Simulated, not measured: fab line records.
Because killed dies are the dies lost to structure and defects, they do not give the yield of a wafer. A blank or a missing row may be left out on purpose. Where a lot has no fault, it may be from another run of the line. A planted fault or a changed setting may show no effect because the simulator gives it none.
Problem report in the 8D (eight disciplines) form, filled by code	flow gf180mcu	the parts of the form that need people (team, actions taken, sign-off) are left out

## 1. THE PROBLEM
Wafers free of any fault read 46.09 ohm/sq (standard deviation 0.091) for NSD_RS at GF_PSD_RS_MEAS_14, against a mean of 44.14 ohm/sq on 6 wafers of 2 lots. That puts it -21 standard deviations away from the usual mean.
The step: measures by four-point-probe.
First seen on wafer L457.1, day 18 02:25, on film_metro-01. Wafers with a number at this step in the record: 36, from 12 lots. The rule behind "out" and "out of limits": a value lying over 4 standard deviations away from the usual mean. The rest of the wafers with a number are treated as sound.

## 2. WHAT IT IS, WHAT IT ISN'T
question	is	is not
which readings at this step	NSD_RS	-
which lots	L457, L458	L451, L454, L455, L456, L465, L466, L467, L469, L470, L471
which wafers of those lots	all that have a number	-
read on which gauges	film_metro-01, film_metro-02	film_metro-03
when	from day 18 02:25	up to then (12 sound wafers); but 18 sound wafers of L465, L466, L467, L469, L470, L471 came after

## 3. THE SUSPECTS, EACH WITH WHAT RULES IT OUT
Counting: a tool at any process step up to the reading remains a suspect when it ran all the lots that are out and ran no sound lot after the first of those.
- the gauge at GF_PSD_RS_MEAS_14 has been ruled out. Those wafers that are out were read across 2 gauges (film_metro-01, film_metro-02).
- plasma_asher-03 at GF_HV_LDD_STRIP_37 (strips in O2/N2): kept. Every lot that is out went through it, starting with L457 (day 15 01:10), and after that it ran no sound lot; the last sound lot it ran before then is L455 (day 14 07:02).
- rtp_anneal-01 at GF_PSD_RTA_13 (time 20 s): ruled out as a lasting fault. Following L457 (day 18 02:19), the first lot on it that is out, the sound lots L465, L466, L469 were run on it.
Left after counting: plasma_asher-03 at GF_HV_LDD_STRIP_37.

## 4. THE CAUSE (what the simulator had put in)
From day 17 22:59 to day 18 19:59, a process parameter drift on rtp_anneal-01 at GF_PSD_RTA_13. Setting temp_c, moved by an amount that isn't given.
Counting ruled it out, wrongly: the rule takes a fault to strike every lot that its tool runs from its start on, and this one did not.

## 5. SEQUENCE OF EFFECTS, ordered by route
One row per reading whose mean, taken over the struck wafers that have a number, lies over 3 standard deviations from the usual. Readings are gone through only where the record gives a usual standard deviation; hours: the median, over the lots, of the time from a lot's start at the first step in this table giving one to that lot's start at this step; sigmas: the change measured in usual standard deviations.
hours	step	reading	usual	on struck wafers	change	sigmas
0	GF_PSD_RS_MEAS_14	NSD_RS	46.09 ohm/sq	44.14	-1.95	-21
0	GF_PSD_RS_MEAS_15	PSD_RS	108.50 ohm/sq	102.47	-6.03	-22
Later measuring or inspecting steps at which every struck wafer that the step has a row for has a number for every such reading, and none has moved that far: GF_SALICIDE_RS_MEAS_04.

## 6. WHAT WOULD HAVE CAUGHT IT SOONER
Counted from the fault's start at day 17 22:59, it took 3 hours until the first out-of-limits reading at a measuring or inspecting step in this record, taken at day 18 02:25.
Of the tool readings at GF_PSD_RTA_13 for which the record gives a usual standard deviation, none was out on any struck wafer, so an alarm limit of 4 standard deviations on them would not have fired.
